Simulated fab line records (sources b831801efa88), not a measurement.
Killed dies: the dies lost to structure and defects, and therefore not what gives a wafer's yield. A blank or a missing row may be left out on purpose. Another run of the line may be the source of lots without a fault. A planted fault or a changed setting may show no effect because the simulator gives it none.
Which tool did it? + flow sky130 + 24 lots with 72 wafers sampled at 4 steps, on a route of 708 steps

== WHAT THE GAUGES SHOWED, per wafer ==
SKY_VIA3_THK_MEAS_23: measures by xrf. Usual: VIA3_W_THK gives 398 nm (standard deviation 6.6).
| lot  | measured     | on           | VIA3_W_THK (nm) | flag |
|------|--------------|--------------|-----------------|------|
| L074 | day 39 15:40 | filmMetro-01 | 398 393 401     |      |
| L075 | day 39 20:34 | filmMetro-02 | 397 397 399     |      |
| L076 | day 40 01:56 | filmMetro-02 | 397 389 396     |      |
| L077 | day 40 10:56 | filmMetro-04 | 385 394 390     |      |
| L078 | day 40 23:31 | filmMetro-02 | 399 400 403     |      |
| L079 | day 41 03:26 | filmMetro-02 | 405 406 405     |      |
| L080 | day 41 16:59 | filmMetro-01 | 408 405 408     |      |
| L081 | day 41 18:31 | filmMetro-01 | 398 398 404     |      |
| L082 | day 42 00:20 | filmMetro-02 | 390 395 394     |      |
| L083 | day 42 13:23 | filmMetro-02 | 391 400 398     |      |
| L084 | day 42 19:41 | filmMetro-04 | 393 398 396     |      |
| L085 | day 42 22:30 | filmMetro-01 | 404 407 406     |      |
| L086 | day 43 08:32 | filmMetro-02 | 393 392 396     |      |
| L087 | day 43 14:28 | filmMetro-04 | 396 395 398     |      |
| L088 | day 43 19:18 | filmMetro-01 | 416 417 414     |      |
| L089 | day 44 05:08 | filmMetro-02 | 396 401 404     |      |
| L090 | day 44 10:59 | filmMetro-04 | 388 386 390     |      |
| L092 | day 44 21:03 | filmMetro-02 | 394 395 395     |      |
| L091 | day 44 23:34 | filmMetro-01 | 402 397 396     |      |
| L093 | day 45 03:44 | filmMetro-02 | 399 402 397     |      |
| L094 | day 45 07:56 | filmMetro-04 | 397 394 393     |      |
| L095 | day 45 15:46 | filmMetro-02 | 390 393 395     |      |
| L096 | day 45 19:32 | filmMetro-01 | 404 408 408     |      |
| L097 | day 46 00:56 | filmMetro-02 | 387 392 389     |      |

== WHAT TOOL EACH LOT RAN ON (gives the tool, then ch and the chambers of the sampled wafers, and finally the start) ==
| lot  | SKY_METAL2_SPUTTER_01       | SKY_VIA2_ETCH_14                  | SKY_VIA3_ETCH_15                  |
|------|-----------------------------|-----------------------------------|-----------------------------------|
| L074 | pvdSputter-02, day 33 23:50 | rieDiel-03 ch 0,1,3, day 36 07:14 | rieDiel-02 ch 0,1,3, day 39 14:41 |
| L075 | pvdSputter-04, day 34 07:24 | rieDiel-04 ch 0,1,3, day 36 13:15 | rieDiel-04 ch 0,1,3, day 39 19:35 |
| L076 | pvdSputter-04, day 34 11:19 | rieDiel-04 ch 1,3, day 36 16:35   | rieDiel-04 ch 2,3, day 40 00:32   |
| L077 | pvdSputter-01, day 34 20:47 | rieDiel-03 ch 0,1,2, day 37 02:36 | rieDiel-02 ch 2,3, day 40 09:59   |
| L078 | pvdSputter-04, day 35 11:08 | rieDiel-01 ch 0,1,3, day 37 16:47 | rieDiel-04 ch 0,2,3, day 40 22:26 |
| L079 | pvdSputter-02, day 35 14:08 | rieDiel-01 ch 0,2,3, day 37 19:54 | rieDiel-02 ch 0,1,2, day 41 02:07 |
| L080 | pvdSputter-04, day 36 05:03 | rieDiel-03 ch 0,2, day 38 11:03   | rieDiel-03 ch 1,3, day 41 15:59   |
| L081 | pvdSputter-04, day 36 08:13 | rieDiel-01 ch 0,1,2, day 38 12:33 | rieDiel-02 ch 0,1,3, day 41 17:31 |
| L082 | pvdSputter-04, day 36 12:59 | rieDiel-01 ch 1,3, day 38 18:26   | rieDiel-04 ch 0,1,2, day 41 23:19 |
| L083 | pvdSputter-04, day 37 03:48 | rieDiel-04 ch 0,1,2, day 39 08:33 | rieDiel-02 ch 0,1, day 42 12:26   |
| L084 | pvdSputter-04, day 37 12:35 | rieDiel-04 ch 0,2,3, day 39 15:00 | rieDiel-02 ch 0,1,2, day 42 18:43 |
| L085 | pvdSputter-01, day 37 14:59 | rieDiel-03 ch 0,2,3, day 39 18:24 | rieDiel-04 ch 1,2,3, day 42 21:32 |
| L086 | pvdSputter-04, day 38 00:31 | rieDiel-04 ch 2,3, day 40 05:14   | rieDiel-03 ch 2,3, day 43 07:35   |
| L087 | pvdSputter-04, day 38 07:59 | rieDiel-01 ch 2,3, day 40 10:42   | rieDiel-03 ch 0,2,3, day 43 13:29 |
| L088 | pvdSputter-04, day 38 11:26 | rieDiel-03 ch 0,2, day 40 14:24   | rieDiel-03 ch 0,1,3, day 43 18:20 |
| L089 | pvdSputter-01, day 38 22:48 | rieDiel-04 ch 1,2, day 41 00:45   | rieDiel-04 ch 1,2, day 44 04:08   |
| L090 | pvdSputter-02, day 39 07:32 | rieDiel-03 ch 1,2,3, day 41 08:53 | rieDiel-03 ch 0,1,3, day 44 09:59 |
| L092 | pvdSputter-02, day 39 17:58 | rieDiel-01 ch 1,3, day 41 19:24   | rieDiel-04 ch 1,2,3, day 44 20:04 |
| L091 | pvdSputter-02, day 39 21:25 | rieDiel-03 ch 0,2,3, day 41 23:09 | rieDiel-04 ch 0,1,2, day 44 22:32 |
| L093 | pvdSputter-01, day 40 01:32 | rieDiel-04 ch 1,2,3, day 42 03:29 | rieDiel-04 ch 0,1,2, day 45 02:46 |
| L094 | pvdSputter-01, day 40 06:18 | rieDiel-04 ch 0,1,2, day 42 06:59 | rieDiel-02 ch 0,1,3, day 45 06:58 |
| L095 | pvdSputter-02, day 40 13:11 | rieDiel-04 ch 2,3, day 42 14:34   | rieDiel-04 ch 0,2,3, day 45 14:47 |
| L096 | pvdSputter-02, day 40 18:37 | rieDiel-03 ch 0,2,3, day 42 19:50 | rieDiel-04 ch 1,3, day 45 18:20   |
| L097 | pvdSputter-02, day 41 00:43 | rieDiel-03 ch 0,1, day 43 02:15   | rieDiel-04 ch 0,1,2, day 45 23:58 |
- SKY_METAL2_SPUTTER_01: material TiN, target thk 20 nm, time 16.7 s.
- SKY_VIA2_ETCH_14: etches BARC in N2/H2, stops on SiO2, time 45.9 s, target depth 60 nm.
- SKY_VIA3_ETCH_15: etches SiO2 in C4F8/O2/Ar, stops on TiN, target depth 507 nm, time 78 s.

== WHAT THE TOOLS THEMSELVES READ (means of the sampled wafers that have a number; where no wafer has one, the mark that the record gives instead) ==
SKY_METAL2_SPUTTER_01. Usual: 30.1 % for throttleValvePct, sd 0.72.
| lot  | tool          | throttleValvePct (%) | flag |
|------|---------------|----------------------|------|
| L074 | pvdSputter-02 | 29.4                 |      |
| L075 | pvdSputter-04 | 30.1                 |      |
| L076 | pvdSputter-04 | 30.7                 |      |
| L077 | pvdSputter-01 | 30.5                 |      |
| L078 | pvdSputter-04 | 30.4                 |      |
| L079 | pvdSputter-02 | 29.5                 |      |
| L080 | pvdSputter-04 | 30.6                 |      |
| L081 | pvdSputter-04 | 30.3                 |      |
| L082 | pvdSputter-04 | 30.3                 |      |
| L083 | pvdSputter-04 | 30.1                 |      |
| L084 | pvdSputter-04 | 30.4                 |      |
| L085 | pvdSputter-01 | 30.5                 |      |
| L086 | pvdSputter-04 | 30.5                 |      |
| L087 | pvdSputter-04 | 30.2                 |      |
| L088 | pvdSputter-04 | 30.0                 |      |
| L089 | pvdSputter-01 | 30.7                 |      |
| L090 | pvdSputter-02 | 29.7                 |      |
| L092 | pvdSputter-02 | 29.5                 |      |
| L091 | pvdSputter-02 | 29.5                 |      |
| L093 | pvdSputter-01 | 30.6                 |      |
| L094 | pvdSputter-01 | 30.3                 |      |
| L095 | pvdSputter-02 | 29.6                 |      |
| L096 | pvdSputter-02 | 30.0                 |      |
| L097 | pvdSputter-02 | 29.3                 |      |

SKY_VIA2_ETCH_14. Usual: drypumpMotorCurrentA 6.0 A, standard deviation 0.46; oesProductAu 0.854 a.u., standard deviation 0.0047; throttleValvePct 13.225 %, standard deviation 0.0097.
| lot  | tool       | drypumpMotorCurrentA (A) | oesProductAu (a.u.) | throttleValvePct (%) | flag |
|------|------------|--------------------------|---------------------|----------------------|------|
| L074 | rieDiel-03 | 6.0                      | 0.858               | 13.221               |      |
| L075 | rieDiel-04 | 5.9                      | 0.853               | 13.228               |      |
| L076 | rieDiel-04 | 5.7                      | 0.854               | 13.220               |      |
| L077 | rieDiel-03 | 5.9                      | 0.855               | 13.234               |      |
| L078 | rieDiel-01 | 6.0                      | 0.853               | 13.232               |      |
| L079 | rieDiel-01 | 5.8                      | 0.856               | 13.223               |      |
| L080 | rieDiel-03 | 5.7                      | 0.854               | 13.229               |      |
| L081 | rieDiel-01 | 6.2                      | 0.854               | 13.227               |      |
| L082 | rieDiel-01 | 6.4                      | 0.858               | 13.229               |      |
| L083 | rieDiel-04 | 6.3                      | 0.855               | 13.237               |      |
| L084 | rieDiel-04 | 5.8                      | 0.853               | 13.228               |      |
| L085 | rieDiel-03 | 5.8                      | 0.852               | 13.223               |      |
| L086 | rieDiel-04 | 5.6                      | 0.853               | 13.226               |      |
| L087 | rieDiel-01 | 5.9                      | 0.855               | 13.232               |      |
| L088 | rieDiel-03 | 5.7                      | 0.855               | 13.224               |      |
| L089 | rieDiel-04 | 6.4                      | 0.856               | 13.223               |      |
| L090 | rieDiel-03 | 5.9                      | 0.853               | 13.226               |      |
| L092 | rieDiel-01 | 6.4                      | 0.855               | 13.226               |      |
| L091 | rieDiel-03 | 5.8                      | 0.853               | 13.235               |      |
| L093 | rieDiel-04 | 6.0                      | 0.852               | 13.230               |      |
| L094 | rieDiel-04 | 6.2                      | 0.851               | 13.227               |      |
| L095 | rieDiel-04 | 5.6                      | 0.854               | 13.219               |      |
| L096 | rieDiel-03 | 5.8                      | 0.857               | 13.215               |      |
| L097 | rieDiel-03 | 6.1                      | 0.854               | 13.228               |      |

SKY_VIA3_ETCH_15. Usual: 0.946 a.u. for oesProductAu, sd 0.0045.
| lot  | tool       | oesProductAu (a.u.) | flag |
|------|------------|---------------------|------|
| L074 | rieDiel-02 | 0.947               |      |
| L075 | rieDiel-04 | 0.945               |      |
| L076 | rieDiel-04 | 0.946               |      |
| L077 | rieDiel-02 | 0.946               |      |
| L078 | rieDiel-04 | 0.946               |      |
| L079 | rieDiel-02 | 0.945               |      |
| L080 | rieDiel-03 | 0.950               |      |
| L081 | rieDiel-02 | 0.947               |      |
| L082 | rieDiel-04 | 0.944               |      |
| L083 | rieDiel-02 | 0.947               |      |
| L084 | rieDiel-02 | 0.946               |      |
| L085 | rieDiel-04 | 0.951               |      |
| L086 | rieDiel-03 | 0.946               |      |
| L087 | rieDiel-03 | 0.941               |      |
| L088 | rieDiel-03 | 0.943               |      |
| L089 | rieDiel-04 | 0.945               |      |
| L090 | rieDiel-03 | 0.946               |      |
| L092 | rieDiel-04 | 0.949               |      |
| L091 | rieDiel-04 | 0.944               |      |
| L093 | rieDiel-04 | 0.947               |      |
| L094 | rieDiel-02 | 0.945               |      |
| L095 | rieDiel-04 | 0.941               |      |
| L096 | rieDiel-04 | 0.945               |      |
| L097 | rieDiel-04 | 0.943               |      |

== THE ANSWER, worked out from the rows above alone ==
Rule: take the mean of a lot's wafers that have a number; if it is more than 3 standard deviations from the usual mean, the lot is off. A lot without any number at a reading at which 4 lots or more have one is off too. All remaining lots with rows at the step are treated as sound. After the gauges, taken in route order, come the tools' own readings; for these a lot's mean is taken, as printed above. At the first step where some lot is off, the reading lying furthest off is the one used; lots without a number count as furthest.
No lot is off at any reading shown: from this, nothing can be told.

== WHAT THE SIMULATOR HAD INSERTED ==
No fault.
